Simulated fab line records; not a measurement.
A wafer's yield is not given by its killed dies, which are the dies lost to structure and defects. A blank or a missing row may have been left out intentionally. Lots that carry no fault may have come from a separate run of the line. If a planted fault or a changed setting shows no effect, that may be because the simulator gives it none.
Matching of chambers ; flow sfq-line ; cmp-01 running SFQ_TRILAYER_I1_CMP_CMP_046: 4 sister chambers
The step polishes SiO2. 14 wafers are shown with their chamber, then 6 later ones without.

EACH WAFER AND ITS CHAMBER
wafer;chamber;motor-current-A (A);time-to-endpoint-s (s);slurry-flow-ml-min
L476.3;2;9.8;220;151.1
L476.4;3;11.6;221;150.5
L476.6;0;11.4;213;150.8
L478.2;0;11.4;210;150.0
L478.3;1;8.8;207;150.6
L478.5;2;9.4;224;149.6
L480.2;1;9.0;205;149.7
L480.6;1;8.8;215;150.2
L492.3;0;11.4;215;149.6
L492.5;1;8.7;212;150.0
L492.6;0;11.5;217;149.6
L493.1;1;8.7;217;150.5
L493.2;0;11.1;219;149.8
L493.5;2;9.9;234;150.0

SIGNATURES, as means of the wafers listed above
reading;chamber 0;chamber 1;chamber 2;chamber 3;scatter within a chamber
motor-current-A;11.360;8.800;9.700;11.600;0.171
time-to-endpoint-s;214.80;211.20;226.00;221.00;5.08
slurry-flow-ml-min;149.960;150.200;150.233;150.500;0.523
Rule: a wafer's distance from a chamber is the root of the sum, over the readings, of the square of ((its reading less the chamber's mean) divided by the reading's scatter). If the next closest chamber is less than 2 further off than the closest, the wafer can't be placed; otherwise it belongs to the closest. The scatter: take each reading less its chamber's mean, square it, sum over the shown wafers, divide by the number of wafers less the number of chambers, and take the root.

WAFERS WHOSE CHAMBER IS MISSING
wafer;motor-current-A (A);time-to-endpoint-s (s);slurry-flow-ml-min
L495.4;10.1;215;149.9
L495.1;10.7;209;150.0
L495.2;8.3;213;150.0
L496.1;10.5;211;149.8
L496.2;11.7;213;150.0
L496.5;10.6;214;150.2

WHICH CHAMBER EACH ONE RAN IN
wafer;from the rows above;in truth
L495.4;2;2
L495.1;can't be placed: 0 or 3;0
L495.2;1;1
L496.1;can't be placed: 0 or 2 or 3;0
L496.2;can't be placed: 3 or 0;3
L496.5;can't be placed: 0 or 2 or 3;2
Correctly placed: 2 of 6. Unplaceable from these rows: 4, with the true chamber sitting among the candidates in 4. 0 placed wrongly.
